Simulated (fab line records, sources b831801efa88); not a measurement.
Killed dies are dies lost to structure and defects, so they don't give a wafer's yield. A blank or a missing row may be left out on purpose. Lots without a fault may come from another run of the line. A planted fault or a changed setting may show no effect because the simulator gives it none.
fab line records | flow gf180mcu | part 2 of 2: steps 29 to 39 of 39
record lots=5 wafers=15 last_day=33
route steps=602 shown POLY_GATE@173 HV_LDD@176
lots that met no fault: from a run of the same line without faults
start_h: hours from the record's first day to the start of the lot's first wafer shown | wait_h: hours since the lot's step before | " the same as in the row above | L1.1+2: a row that stands for several wafers | - no value, or no start given | * or withheld: withheld | < > ~ a bound
route shown NAME@n: a module of which the file shows steps, and the number in the route of the first | usual: mean/standard deviation of fault-free wafers | same: alike in all rows | chamber/n: place in a boat | sites: the reading at each site | _std_site: their standard deviation | _edge_site: outer sites' mean less inner sites' | radius_mm: how far each site lies from the wafer's centre | mask NAME#n: copy n | behind: the tool/chamber that last shaped the wafer | hold: why the lot was held/for how many hours/how that ended | device: the transistor (n, p or np) that didn't switch | end of line: the same wafers' tests at the end of the route | a step without rows: its recipe alone | killed: dies lost to structure and defects at the first sort, not the wafer's yield | map: a wafer's dies, x killed, . not, _ none there
set.NAME: the setting as run; set.NAME@STEP: as run at that earlier step | model.NAME: the simulator's own value behind a step, which no gauge read
lots at some steps of the route; a table a step, a row a wafer
services: from which hour (start_h, from the record's first day; less than 0 if before it) a tool's chamber was out of use, for how many hours, and why
## steps
# step GF_HV_LDD_HMDS_25
# recipe prime_time_s=60 prime_temp_c=120
# columns lot.wafer tool chamber start_h wait_h
L076.1+3+6 litho_track-02 0 257.40 0.1
L080.3+4+5 litho_track-02 0 292.10 0.1
L082.2+4+6 litho_track-02 0 306.93 0.1
L084.4+5+6 litho_track-01 0 323.37 0.1
L093.2+4+6 litho_track-02 0 388.98 0.1
# step GF_HV_LDD_COAT_26
# recipe resist=NOVOLAK spin_rpm=3000 resist_thk_nm=1000
# usual spin_speed_rpm=3000.2/2.2
# columns lot.wafer tool chamber start_h wait_h spin_speed_rpm
L076.1 litho_track-02 0 257.55 0.1 3002.2
L076.3 " 0 " " 3000.4
L076.6 " 0 " " 3003.5
L080.3 litho_track-02 0 292.25 0.1 3003.9
L080.4 " 0 " " 2999.6
L080.5 " 0 " " 3000.2
L082.2 litho_track-02 0 307.08 0.1 2997.8
L082.4 " 0 " " 3002.4
L082.6 " 0 " " 2998.0
L084.4 litho_track-01 0 323.52 0.1 2999.0
L084.5 " 0 " " 2999.6
L084.6 " 0 " " 3000.8
L093.2 litho_track-02 0 389.13 0.1 2998.4
L093.4 " 0 " " 2996.6
L093.6 " 0 " " 2998.7
# step GF_HV_LDD_SOFTBAKE_27
# recipe temp_c=90 time_s=60 resist=NOVOLAK
# usual heater_power_total_W=56.59/0.043
# columns lot.wafer tool chamber start_h wait_h heater_power_total_W
L076.1 litho_track-02 0 257.70 0.1 56.56
L076.3 " 0 " " 56.58
L076.6 " 0 " " 56.68
L080.3 litho_track-02 0 292.40 0.1 56.52
L080.4 " 0 " " 56.62
L080.5 " 0 " " 56.59
L082.2 litho_track-02 0 307.23 0.1 56.59
L082.4 " 0 " " 56.56
L082.6 " 0 " " 56.67
L084.4 litho_track-01 0 323.67 0.1 56.62
L084.5 " 0 " " 56.62
L084.6 " 0 " " 56.62
L093.2 litho_track-02 0 389.28 0.1 56.59
L093.4 " 0 " " 56.60
L093.6 " 0 " " 56.49
# step GF_HV_LDD_EXPOSE_28
# recipe mask_id=Nplus_HV_AREA target_cd_nm=400 na=0.6 source_shape=conventional sigma_outer=0.6 dose_mj=140
# columns lot.wafer tool chamber start_h wait_h mask
L076.1+3+6 iline_stepper-02 0 - - Nplus_HV_AREA#0
L080.3+4+5 iline_stepper-02 0 - - Nplus_HV_AREA#0
L082.2+4+6 iline_stepper-01 0 - - Nplus_HV_AREA#0
L084.4+5+6 iline_stepper-01 0 - - Nplus_HV_AREA#0
L093.2+4+6 iline_stepper-01 0 - - Nplus_HV_AREA#0
# step GF_HV_LDD_PEB_29
# recipe temp_c=withheld time_s=* resist=NOVOLAK
# columns lot.wafer tool chamber start_h wait_h
L076.1+3+6 litho_track-04 0 - -
L080.3+4+5 litho_track-01 0 - -
L082.2+4+6 litho_track-04 0 - -
L084.4+5+6 litho_track-01 0 - -
L093.2+4+6 litho_track-01 0 - -
# step GF_HV_LDD_DEVELOP_30
# recipe develop_time_s=60 dev_temp_c=23
# columns lot.wafer tool chamber start_h wait_h
L076.1+3+6 litho_track-04 0 267.32 0.1
L080.3+4+5 litho_track-01 0 302.34 0.1
L082.2+4+6 litho_track-04 0 317.60 0.1
L084.4+5+6 litho_track-01 0 333.77 0.1
L093.2+4+6 litho_track-01 0 400.47 0.1
# step GF_HV_LDD_CD_MEAS_31
# recipe target_cd_nm=400
# usual cd_nm=398.5/1.8
# columns lot.wafer tool chamber start_h wait_h cd_nm
L076.1 cd_sem-02 - 267.47 0.1 402.8
L076.3 " - " " 400.5
L076.6 " - " " 402.4
L080.3 cd_sem-01 - 302.48 0.1 400.0
L080.4 " - " " 397.7
L080.5 " - " " 398.4
L082.2 cd_sem-02 - 317.74 0.1 400.9
L082.4 " - " " 398.1
L082.6 " - " " 397.9
L084.4 cd_sem-01 - 333.90 0.1 399.8
L084.5 " - " " 399.9
L084.6 " - " " 401.1
L093.2 cd_sem-02 - 400.61 0.1 401.0
L093.4 " - " " 400.0
L093.6 " - " " 399.9
# step GF_HV_LDD_OVL_MEAS_32
# usual HV_LDD_02_OVL=-1.2/1.3
# columns lot.wafer tool chamber start_h wait_h HV_LDD_02_OVL[nm]
L076.1 overlay-01 - 267.59 0.1 -1.7
L076.3 " - " " -2.0
L076.6 " - " " -1.0
L080.3 overlay-01 - 302.58 0.1 -3.5
L080.4 " - " " -2.7
L080.5 " - " " -2.9
L082.2 overlay-01 - 317.89 0.1 0.5
L082.4 " - " " -0.4
L082.6 " - " " 0.3
L084.4 overlay-02 - 333.98 0.1 0.5
L084.5 " - " " 0.4
L084.6 " - " " -0.1
L093.2 overlay-02 - 400.72 0.1 -0.6
L093.4 " - " " -1.8
L093.6 " - " " -0.7
# step GF_HV_LDD_IMPLANT_33
# recipe species=P energy_kev=60 dose_cm2=7.5e+12 tilt_deg=30 rotation_deg=0
# usual dose_ions_cm2=7.5e+12/7.6e+09 faraday_current_uA=42.4/0.84
# columns lot.wafer tool chamber start_h wait_h dose_ions_cm2 faraday_current_uA
L076.1 implanter-03 0 267.63 0.0 7.502e+12 43.4
L076.3 " 0 " " 7.495e+12 42.3
L076.6 " 0 " " 7.508e+12 44.3
L080.3 implanter-04 0 302.65 0.1 7.504e+12 42.6
L080.4 " 0 " " 7.509e+12 41.1
L080.5 " 0 " " 7.503e+12 41.4
L082.2 implanter-01 0 317.95 0.0 7.486e+12 44.3
L082.4 " 0 " " 7.495e+12 42.5
L082.6 " 0 " " 7.494e+12 42.5
L084.4 implanter-04 0 334.07 0.1 7.502e+12 42.7
L084.5 " 0 " " 7.494e+12 42.4
L084.6 " 0 " " 7.491e+12 43.5
L093.2 implanter-01 0 400.77 0.0 7.503e+12 41.1
L093.4 " 0 " " 7.497e+12 43.1
L093.6 " 0 " " 7.488e+12 43.5
# step GF_HV_LDD_IMPLANT_34
# recipe species=P energy_kev=60 dose_cm2=7.5e+12 tilt_deg=30 rotation_deg=90
# usual dose_ions_cm2=7.5e+12/7.7e+09 faraday_current_uA=42.3/0.88
# columns lot.wafer tool chamber start_h wait_h dose_ions_cm2 faraday_current_uA
L076.1 implanter-03 0 267.78 0.1 7.509e+12 42.2
L076.3 " 0 " " 7.514e+12 42.0
L076.6 " 0 " " 7.513e+12 43.6
L080.3 implanter-04 0 302.80 0.1 7.496e+12 43.3
L080.4 " 0 " " 7.496e+12 41.3
L080.5 " 0 " " 7.497e+12 42.3
L082.2 implanter-01 0 318.10 0.1 7.498e+12 42.0
L082.4 " 0 " " 7.503e+12 41.7
L082.6 " 0 " " 7.489e+12 42.4
L084.4 implanter-04 0 334.22 0.1 7.504e+12 42.5
L084.5 " 0 " " 7.492e+12 41.0
L084.6 " 0 " " 7.499e+12 42.9
L093.2 implanter-01 0 400.92 0.1 7.504e+12 42.0
L093.4 " 0 " " 7.506e+12 42.1
L093.6 " 0 " " 7.497e+12 41.0
# step GF_HV_LDD_IMPLANT_35
# recipe species=P energy_kev=60 dose_cm2=7.5e+12 tilt_deg=30 rotation_deg=180
# usual dose_ions_cm2=7.5e+12/7.1e+09 faraday_current_uA=42.2/0.84
# columns lot.wafer tool chamber start_h wait_h dose_ions_cm2 faraday_current_uA
L076.1 implanter-03 0 267.93 0.1 7.482e+12 42.1
L076.3 " 0 " " 7.498e+12 42.1
L076.6 " 0 " " 7.487e+12 42.5
L080.3 implanter-04 0 302.95 0.1 7.5e+12 43.0
L080.4 " 0 " " 7.504e+12 43.9
L080.5 " 0 " " 7.505e+12 42.7
L082.2 implanter-01 0 318.25 0.1 7.504e+12 41.4
L082.4 " 0 " " 7.517e+12 41.1
L082.6 " 0 " " 7.511e+12 41.8
L084.4 implanter-04 0 334.37 0.1 7.496e+12 41.6
L084.5 " 0 " " 7.499e+12 41.9
L084.6 " 0 " " 7.497e+12 41.6
L093.2 implanter-01 0 401.07 0.1 7.495e+12 42.1
L093.4 " 0 " " 7.499e+12 42.8
L093.6 " 0 " " 7.509e+12 41.9
## services
# columns tool chamber start_h hours kind
iline_stepper-01 - 201.21 1.7 pm
implanter-04 - 207.06 17.3 pm
iline_stepper-01 0 212.17 - calibration
iline_stepper-01 - 216.96 2.1 pm
iline_stepper-01 - 219.05 - consumable_replace:lamp
plasma_asher-03 - 223.86 2.8 pm
furnace-02 - 228.07 3.7 pm
litho_track-04 - 244.92 - consumable_replace:filter
implanter-04 - 259.88 14.8 repair
iline_stepper-02 0 280.14 - calibration
implanter-01 - 296.72 6.4 repair
iline_stepper-02 - 309.18 1.7 pm
implanter-03 - 324.64 2.1 repair
furnace-01 - 332.41 3.3 pm
implanter-01 - 363.49 19.0 pm
plasma_asher-01 - 363.71 1.3 repair
furnace-02 - 368.39 1.9 pm
iline_stepper-02 - 369.93 2.1 pm
iline_stepper-02 - 372.01 - consumable_replace:lamp
iline_stepper-02 - 380.24 4.4 pm
implanter-01 - 385.07 4.4 pm
furnace-02 - 395.23 4.1 pm
